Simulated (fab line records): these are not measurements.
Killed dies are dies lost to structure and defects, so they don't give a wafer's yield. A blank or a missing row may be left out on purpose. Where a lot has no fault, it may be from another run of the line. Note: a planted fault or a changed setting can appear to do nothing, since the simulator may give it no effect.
fab line records	flow gf180mcu
record: lots: 6	wafers: 18	last-day: 34
route steps=602 shown M5@530 V5@540
lots that met no fault: taken from a fault-free run of the same line
start-h: the number of hours between the record's first day and the start of the first shown wafer of the lot	wait-h: time in hours since the lot's previous step	" identical to the entry in the row above	L1.1+2: a row that stands for several wafers	- no value, or no start given	* or withheld: withheld	< > ~ a bound
route shown NAME@n: names a module that has steps shown in the file, with the first one's number in the route	usual: mean/standard deviation of fault-free wafers	same: alike in all rows	chamber/n: place in a boat	sites: each site's reading	_std_site: how widely they spread, as a standard deviation	_edge_site: outer sites' mean less inner sites'	radius-mm: how far each site lies from the wafer's centre	mask NAME#n: copy n	behind: the last tool/chamber to shape the wafer	hold: why the lot went on hold/how many hours it stayed there/how the hold came to an end	device: whichever transistor did not switch (one of n, p or np)	end of line: tests of these same wafers at the route's end	a step given without rows: its recipe and nothing more	killed: dies that structure and defects cost at the first sort, which is not the same as the wafer's yield	map: per-die view of a wafer (x killed, . not killed, _ where there is no die)
set.NAME: the setting the step ran with; set.NAME@STEP: the setting that earlier step ran with	model.NAME: the simulator's own value behind a step, which no gauge read
a table for each step, a row for each wafer; lots at some steps of the route
services: the hour from which a tool's chamber was out of use, counted from the record's first day as start-h (under 0 if before that day), plus the number of hours and why
== steps ==
step: GF_M5_EXPOSE_04
recipe: mask-id: Metal5	target-cd-nm: 280	na: 0.68	source-shape: conventional	sigma-outer: 0.6	dose-mj: 28
step: GF_M5_PEB_05
recipe: peb-temp-c: 135	peb-time-s: 90	resist: KrF
step: GF_M5_DEVELOP_06
recipe: develop-time-s: 60	dev-temp-c: 21
step: GF_M5_CD_MEAS_07
recipe: target-cd-nm: 280
usual: cd-nm: 279.9/1.4
lot.wafer	tool	chamber	start-h	wait-h	cd-nm
L425.1	cd-sem-01	-	604.48	0.1	278.9
L425.4	"	-	"	"	277.3
L425.6	"	-	"	"	278.3
L430.1	cd-sem-02	-	645.44	0.1	281.3
L430.4	"	-	"	"	281.2
L430.6	"	-	"	"	280.5
L444.1	cd-sem-01	-	742.79	0.1	279.2
L444.2	"	-	"	"	278.8
L444.5	"	-	"	"	279.8
L445.2	cd-sem-01	-	747.69	0.1	279.3
L445.3	"	-	"	"	279.4
L445.5	"	-	"	"	280.6
L446.1	cd-sem-01	-	753.19	0.1	281.4
L446.4	"	-	"	"	281.2
L446.5	"	-	"	"	279.9
L448.1	cd-sem-01	-	764.24	0.1	278.2
L448.2	"	-	"	"	278.9
L448.3	"	-	"	"	278.6
step: GF_M5_OVL_MEAS_08
usual: M5_OVL: 2/4.6
lot.wafer	tool	chamber	start-h	wait-h	M5_OVL[nm]
L425.1	overlay-02	-	604.60	0.1	5
L425.4	"	-	"	"	8
L425.6	"	-	"	"	7
L430.1	overlay-01	-	645.56	0.1	-4
L430.4	"	-	"	"	0
L430.6	"	-	"	"	4
L444.1	overlay-02	-	742.91	0.1	-4
L444.2	"	-	"	"	-8
L444.5	"	-	"	"	4
L445.2	overlay-02	-	747.79	0.1	6
L445.3	"	-	"	"	9
L445.5	"	-	"	"	0
L446.1	overlay-02	-	753.31	0.1	-1
L446.4	"	-	"	"	3
L446.5	"	-	"	"	-2
L448.1	overlay-02	-	764.36	0.1	-2
L448.2	"	-	"	"	3
L448.3	"	-	"	"	10
step: GF_M5_ETCH_09
recipe: chemistry: CF4/O2	target: Si3N4	target-depth-nm: 52	source-w: 800	bias-w: 150	pressure-mtorr: 150	cf4-flow-sccm: 80	O2_flow_sccm: 10	time-s: 11.6
usual: O2_flow_sccm: 10.002/0.028	drypump-motor-current-A: 6.0/0.48	oes-product-au: 0.999/0.011	throttle-valve-pct: 5.970/0.0094
lot.wafer	tool	chamber	start-h	wait-h	O2_flow_sccm	drypump-motor-current-A	oes-product-au	rf-hours-counter-h	throttle-valve-pct
L425.1	rie-diel-01	1	604.64	0.0	9.970	6.7	0.996	14	5.966
L425.4	"	1	"	"	9.956	6.7	0.996	-	5.961
L425.6	"	1	"	"	9.971	6.7	0.990	-	5.972
L430.1	rie-diel-04	3	645.60	0.0	10.073	5.7	0.986	43	5.977
L430.4	"	0	"	"	9.994	6.0	1.005	9	5.958
L430.6	"	1	"	"	9.941	6.6	1.012	-	5.957
L444.1	rie-diel-04	1	742.95	0.0	10.015	6.5	1.013	14	5.978
L444.2	"	3	"	"	9.982	5.7	0.986	47	5.981
L444.5	"	1	"	"	10.029	6.5	1.002	-	5.953
L445.2	rie-diel-03	1	747.82	0.0	9.996	5.7	1.015	22	5.971
L445.3	"	3	"	"	10.033	6.2	0.992	9	5.972
L445.5	"	0	"	"	9.935	5.5	0.990	-	5.959
L446.1	rie-diel-04	2	753.35	0.0	9.967	5.0	0.986	12	5.962
L446.4	"	1	"	"	9.974	6.5	1.022	15	5.978
L446.5	"	3	"	"	9.953	5.7	0.993	-	5.974
L448.1	rie-diel-04	2	764.40	0.0	9.950	5.1	0.990	13	5.966
L448.2	"	3	"	"	10.021	5.7	1.005	48	5.988
L448.3	"	0	"	"	10.019	6.0	1.018	13	5.982
step: GF_M5_METAL_ETCH_10
recipe: chemistry: Cl2/BCl3	mask-material: KrF	target-depth-nm: 627.5	stop-on: SiO2	pressure-mtorr: 8	icp-w: 800	bias-w: 140	Cl2_flow_sccm: 80	bcl3-flow-sccm: 40	time-s: 104.6
usual: drypump-motor-current-A: 6.1/0.6	oes-product-au: 0.970/0.0071	throttle-valve-pct: 28.253/0.01
lot.wafer	tool	chamber	start-h	wait-h	drypump-motor-current-A	oes-product-au	rf-hours-counter-h	throttle-valve-pct
L425.1	rie-metal-04	1	604.67	0.0	4.7	0.964	4	28.247
L425.4	"	1	"	"	4.7	0.975	-	28.250
L425.6	"	0	"	"	6.4	0.971	-	28.249
L430.1	rie-metal-04	1	645.62	0.0	4.7	0.976	5	28.248
L430.4	"	1	"	"	4.7	0.984	-	28.246
L430.6	"	1	"	"	4.7	0.973	-	28.242
L444.1	rie-metal-03	1	742.97	0.0	6.7	0.965	10	28.266
L444.2	"	0	"	"	6.4	0.970	3	28.254
L444.5	"	1	"	"	6.7	0.960	-	28.256
L445.2	rie-metal-01	1	747.84	0.0	5.9	0.982	8	28.230
L445.3	"	0	"	"	5.5	0.969	-	28.238
L445.5	"	1	"	"	5.9	0.981	-	28.250
L446.1	rie-metal-03	1	753.37	0.0	6.7	0.958	10	28.267
L446.4	"	1	"	"	6.7	0.965	-	28.263
L446.5	"	0	"	"	6.5	0.975	-	28.242
L448.1	rie-metal-01	1	764.42	0.0	5.9	0.966	9	28.249
L448.2	"	0	"	"	5.6	0.981	6	28.259
L448.3	"	0	"	"	5.5	0.970	-	28.251
step: GF_M5_STRIP_11
recipe: chemistry: O2/N2	power-w: 1400	pressure-mtorr: 1500	platen-temp-c: 250	o2-flow-sccm: 3000	n2-flow-sccm: 300	overash-fraction: 0.5
usual: drypump-motor-current-A: 5.7/0.49	heater-power-w: 333/23	oes-product-au: 0.544/0.0043	strip-time-to-endpoint-s: 7.55/0.042
lot.wafer	tool	chamber	start-h	wait-h	drypump-motor-current-A	heater-power-w	oes-product-au	rf-hours-counter-h	strip-time-to-endpoint-s
L425.1	plasma-asher-03	0	604.78	0.1	6.1	369	0.545	53	7.52
L425.4	"	0	"	"	6.1	381	0.542	-	7.47
L425.6	"	0	"	"	6.1	373	0.537	-	7.51
L430.1	plasma-asher-03	0	645.73	0.1	6.1	375	0.548	58	7.54
L430.4	"	0	"	"	6.1	377	0.542	-	7.50
L430.6	"	0	"	"	6.1	376	0.543	-	7.50
L444.1	plasma-asher-04	0	743.08	0.1	6.0	320	0.548	99	7.57
L444.2	"	1	"	"	6.1	342	0.540	99	7.47
L444.5	"	1	"	"	6.1	347	0.545	-	7.60
L445.2	plasma-asher-04	0	747.96	0.1	5.9	318	0.544	99	7.59
L445.3	"	1	"	"	6.1	346	0.544	-	7.60
L445.5	"	1	"	"	6.1	346	0.543	-	7.60
L446.1	plasma-asher-04	0	753.48	0.1	5.9	329	0.545	100	7.59
L446.4	"	0	"	"	5.9	320	0.549	-	7.57
L446.5	"	0	"	"	5.9	316	0.543	-	7.53
L448.1	plasma-asher-04	1	764.53	0.1	6.1	348	0.544	101	7.57
L448.2	"	0	"	"	5.9	323	0.541	101	7.56
L448.3	"	1	"	"	6.1	340	0.548	-	7.54
step: GF_M5_STRIP_12
recipe: chemistry: post-etch-residue-remover	time-s: 1200	temp-c: 72.5
step: GF_M5_CLEAN_13
recipe: chemistry: DIW	dry: n2-spin
step: GF_V5_CVD_00
recipe: material: SiO2	target-thk-nm: 300	sigma-open-frac: 0.3	temp-c: 400	time-s: 50	sih4-flow-sccm: 60	pressure-mtorr: 6
step: GF_V5_THK_MEAS_01
recipe: reads: SiO2_of_V5_CVD_00
usual: V5_CVD_00_THK: 300/3.2
lot.wafer	tool	chamber	start-h	wait-h	V5_CVD_00_THK[nm]
L425.1	film-metro-01	-	605.40	0.0	298
L425.4	"	-	"	"	297
L425.6	"	-	"	"	301
L430.1	film-metro-01	-	646.31	0.0	301
L430.4	"	-	"	"	304
L430.6	"	-	"	"	297
L444.1	film-metro-04	-	743.77	0.0	296
L444.2	"	-	"	"	305
L444.5	"	-	"	"	301
L445.2	film-metro-04	-	748.54	0.0	303
L445.3	"	-	"	"	295
L445.5	"	-	"	"	301
L446.1	film-metro-02	-	754.06	0.0	300
L446.4	"	-	"	"	299
L446.5	"	-	"	"	303
L448.1	film-metro-01	-	765.11	0.0	301
L448.2	"	-	"	"	295
L448.3	"	-	"	"	300
step: GF_V5_CVD_02
recipe: material: SiO2	target-thk-nm: 1450	precursor: TEOS	temp-c: 400	time-s: 163.28	rf-w: 600
usual: heater-power-w: 715/130
lot.wafer	tool	chamber	start-h	wait-h	heater-power-w	model.SiO2_of_V5_CVD_02.thk-nm
L425.1	pecvd-03	2	605.46	0.1	665	1439
L425.4	"	0	"	"	876	1448
L425.6	"	1	"	"	764	1465
L430.1	pecvd-02	0	646.37	0.1	756	1429
L430.4	"	2	"	"	580	1442
L430.6	"	1	"	"	971	1441
L444.1	pecvd-03	0	743.83	0.1	899	1431
L444.2	"	2	"	"	627	1428
L444.5	"	1	"	"	727	1570
L445.2	pecvd-03	0	748.59	0.0	919	1405
L445.3	"	1	"	"	737	1433
L445.5	"	2	"	"	661	1546
L446.1	pecvd-02	1	754.12	0.1	963	1412
L446.4	"	0	"	"	629	1448
L446.5	"	1	"	"	826	1435
L448.1	pecvd-04	1	765.17	0.1	604	1431
L448.2	"	0	"	"	683	1428
L448.3	"	2	"	"	892	1446
step: GF_V5_THK_MEAS_03
recipe: reads: SiO2_of_V5_CVD_02
usual: V5_CVD_02_THK: 1442/17
lot.wafer	tool	chamber	start-h	wait-h	hold	V5_CVD_02_THK[nm]
L425.1	film-metro-02	-	605.57	0.1	-	1439
L425.4	"	-	"	"	-	1449
L425.6	"	-	"	"	-	1464
L430.1	film-metro-01	-	646.48	0.1	-	1429
L430.4	"	-	"	"	-	1442
L430.6	"	-	"	"	-	1440
L444.1	film-metro-02	-	743.93	0.1	await-dispo/0.2h/release	1430
L444.2	"	-	"	"	await-dispo/0.2h/release	1430
L444.5	"	-	"	"	await-dispo/0.2h/release	1570
L444.1	film-metro-02	-	744.26	0.3	-	1431
L444.2	"	-	"	"	-	1427
L444.5	"	-	"	"	-	1570
L445.2	film-metro-02	-	748.71	0.1	await-dispo/0.2h/release	1405
L445.3	"	-	"	"	await-dispo/0.2h/release	1431
L445.5	"	-	"	"	await-dispo/0.2h/release	1545
L445.2	film-metro-02	-	749.01	0.3	-	1406
L445.3	"	-	"	"	-	1434
L445.5	"	-	"	"	-	1546
L446.1	film-metro-04	-	754.23	0.1	-	1412
L446.4	"	-	"	"	-	1449
L446.5	"	-	"	"	-	1436
L448.1	film-metro-02	-	765.28	0.1	-	1432
L448.2	"	-	"	"	-	1428
L448.3	"	-	"	"	-	1446
step: GF_V5_CMP_04
recipe: material: SiO2	down-force-psi: 4	platen-rpm: 60	pad-velocity-m-s: 0.94248
usual: motor-current-A: 11.7/1	retaining-ring-pressure-frac: 1.001/0.0051
lot.wafer	tool	chamber	start-h	wait-h	hold	motor-current-A	retaining-ring-pressure-frac
L425.4	cmp-02	0	605.68	0.1	-	13.7	0.994
L425.1	"	1	"	"	-	11.9	1.002
L425.6	"	0	"	"	-	13.6	0.997
L430.4	cmp-02	0	646.57	0.0	-	14.0	1.000
L430.1	"	3	"	"	-	10.3	1.003
L430.6	"	1	"	"	-	11.6	1.002
L444.2	cmp-01	0	745.85	1.6	await-dispo/1.4h/release	12.2	1.002
L444.1	"	1	"	"	await-dispo/1.4h/release	11.4	0.993
L444.5	"	0	"	"	await-dispo/1.4h/release	12.4	1.011
L445.3	cmp-01	2	751.69	2.7	await-dispo/2.6h/release	10.6	1.005
L445.2	"	1	"	"	await-dispo/2.6h/release	10.9	0.990
L445.5	"	2	"	"	await-dispo/2.6h/release	10.6	0.998
L446.4	cmp-01	3	754.39	0.1	-	12.3	0.994
L446.1	"	0	"	"	-	12.4	1.007
L446.5	"	2	"	"	-	11.6	1.004
L448.3	cmp-02	1	765.39	0.1	-	11.1	1.007
L448.2	"	2	"	"	-	11.3	0.998
L448.1	"	3	"	"	-	10.2	1.004
== services ==
tool	chamber	start-h	hours	kind
rie-metal-01	-	581.86	2.8	pm
cmp-01	-	583.83	3.3	pm
cmp-01	-	588.78	2.2	repair
rie-metal-04	0	595.77	2.5	repair
rie-diel-01	3	600.71	12.8	repair
plasma-asher-03	-	601.21	1.2	repair
rie-diel-01	0	604.51	5.0	repair
rie-metal-01	-	604.67	2.0	repair
rie-diel-01	-	605.43	2.1	repair
cmp-02	-	608.44	3.8	repair
pecvd-03	-	609.42	1.0	repair
rie-metal-01	-	616.25	1.5	repair
pecvd-03	2	647.85	10.3	repair
pecvd-03	-	649.98	1.2	repair
rie-metal-04	-	668.41	0.6	repair
rie-metal-04	-	670.46	0.7	repair
cmp-02	-	710.72	5.5	pm
pecvd-02	-	713.26	1.1	repair
pecvd-02	-	719.68	1.1	repair
plasma-asher-04	-	733.25	1.2	repair
cmp-02	-	733.97	0.3	repair
cmp-02	-	741.24	6.7	pm
cmp-01	-	744.00	0.6	repair
cmp-02	-	747.89	4.0	pm
== key ==
first-sign: step: GF_V5_THK_MEAS_03	reading: visit	direction: added
effect: step: GF_V5_THK_MEAS_03	reading: V5_CVD_02_THK	direction: up	sigmas: 6.7	usual: 1442	struck: 1558
model-effect: step: GF_V5_CVD_02	value: SiO2_of_V5_CVD_02.thk-nm	without: 1447	struck: 1558
met-at GF_V5_CVD_02
struck-wafers L444.5,L445.5
onset-between 605.46 743.83
fault: kind: process-parameter-drift	tool: pecvd-03	chamber: -	onset-h: 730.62	steps: GF_V5_CVD_02	channel: target-thk-nm	offset: 110.4	shape: step	end-h: 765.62	scope: struck-wafers-only	acts-in: these-recipes-only	stated: 1450
